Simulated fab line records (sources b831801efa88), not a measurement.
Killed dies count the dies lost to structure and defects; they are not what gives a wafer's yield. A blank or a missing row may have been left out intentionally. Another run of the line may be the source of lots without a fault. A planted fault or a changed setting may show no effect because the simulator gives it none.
Check of tool commonality + flow gf180mcu + 14 lots and 42 wafers in the sample

== THE REASON FOR OPENING IT ==
On 2 of the 14 lots, a flag is raised at GF_HV_LDD_CD_MEAS_31 on the reading cd_nm. No-fault wafers: 400.0 nm, standard deviation 2.1.
Rule: a lot is flagged when every wafer of it that has a number lies more than 4 standard deviations from that mean, or none has a number. As for the other lots, they are considered sound.

| lot  | measured     | on        | cd_nm (nm), wafer by wafer | flag    |
|------|--------------|-----------|----------------------------|---------|
| L837 | day 11 23:15 | cd_sem-02 | 401.9 399.4 400.3          |         |
| L838 | day 12 04:31 | cd_sem-01 | 401.1 402.4 400.9          |         |
| L839 | day 12 15:11 | cd_sem-02 | 398.7 399.4 400.1          |         |
| L840 | day 12 20:44 | cd_sem-01 | 400.4 402.7 402.3          |         |
| L841 | day 13 08:26 | cd_sem-02 | 399.4 396.6 399.9          |         |
| L842 | day 13 11:25 | cd_sem-02 | 413.1 413.8 414.5          | FLAGGED |
| L843 | day 14 02:59 | cd_sem-01 | 415.2 412.5 415.2          | FLAGGED |
| L852 | day 16 17:53 | cd_sem-01 | 400.5 402.0 399.6          |         |
| L853 | day 17 03:55 | cd_sem-02 | 403.4 404.4 403.7          |         |
| L854 | day 17 14:39 | cd_sem-02 | 397.1 398.0 400.0          |         |
| L855 | day 18 02:49 | cd_sem-02 | 397.8 395.9 400.3          |         |
| L856 | day 18 03:07 | cd_sem-02 | 402.3 401.3 401.4          |         |
| L858 | day 18 22:36 | cd_sem-02 | 400.3 401.1 399.4          |         |
| L859 | day 19 04:57 | cd_sem-01 | 400.9 400.5 400.3          |         |
Average over the flagged lots: 414.1 nm; offset from the usual +14.1 nm, equal to +7 standard deviations.

== EACH LOT AND THE TOOL IT RAN ON ==
The record keeps 1 process step preceding the reading, out of 602 steps on the route. Cell contents, in order: the tool; ch with the chambers the sampled wafers went through; the start.
| lot  | flag    | GF_HV_LDD_DEVELOP_30              |
|------|---------|-----------------------------------|
| L837 |         | litho_track-04 ch 0, day 11 23:07 |
| L838 |         | litho_track-02 ch 0, day 12 04:22 |
| L839 |         | litho_track-04 ch 0, day 12 15:02 |
| L840 |         | litho_track-02 ch 0, day 12 20:36 |
| L841 |         | litho_track-04 ch 0, day 13 08:17 |
| L842 | FLAGGED | litho_track-04 ch 0, day 13 11:16 |
| L843 | FLAGGED | litho_track-04 ch 0, day 14 02:50 |
| L852 |         | litho_track-04 ch 0, day 16 17:44 |
| L853 |         | litho_track-02 ch 0, day 17 03:46 |
| L854 |         | litho_track-01 ch 0, day 17 14:31 |
| L855 |         | litho_track-02 ch 0, day 18 02:40 |
| L856 |         | litho_track-02 ch 0, day 18 02:58 |
| L858 |         | litho_track-01 ch 0, day 18 22:28 |
| L859 |         | litho_track-01 ch 0, day 19 04:49 |
These steps, and what they do:
- GF_HV_LDD_DEVELOP_30: develop time 60 s.
- GF_HV_LDD_CD_MEAS_31: target cd 400 nm.

== FLAGGED OVER TOTAL, TOOL BY TOOL (the gauges that took the reading come last) ==
| step                 | tool           | lots run | flagged | share of the flagged lots | sound lots run after its first flagged lot |
|----------------------|----------------|----------|---------|---------------------------|--------------------------------------------|
| GF_HV_LDD_DEVELOP_30 | litho_track-01 | 3        | 0       | none                      | -                                          |
| GF_HV_LDD_DEVELOP_30 | litho_track-02 | 5        | 0       | none                      | -                                          |
| GF_HV_LDD_DEVELOP_30 | litho_track-04 | 6        | 2       | all                       | 1 (L852)                                   |
| GF_HV_LDD_CD_MEAS_31 | cd_sem-01      | 5        | 1       | some                      | 2 (L852,L859)                              |
| GF_HV_LDD_CD_MEAS_31 | cd_sem-02      | 9        | 1       | some                      | 5 (L853,L854,L855,L856,L858)               |

== WHAT THE TABLE ALLOWS ==
In the table, 1 row covers all flagged lots: litho_track-04 at GF_HV_LDD_DEVELOP_30.
- litho_track-04 at GF_HV_LDD_DEVELOP_30: 2 of its 6 lots flagged. Sound lots followed the first flagged one (L852) on it, something a lasting fault affecting the whole tool could not allow.
No row of the table ran every flagged lot and no sound lot after the first.

== WHAT THE SIMULATOR HAD PUT IN ==
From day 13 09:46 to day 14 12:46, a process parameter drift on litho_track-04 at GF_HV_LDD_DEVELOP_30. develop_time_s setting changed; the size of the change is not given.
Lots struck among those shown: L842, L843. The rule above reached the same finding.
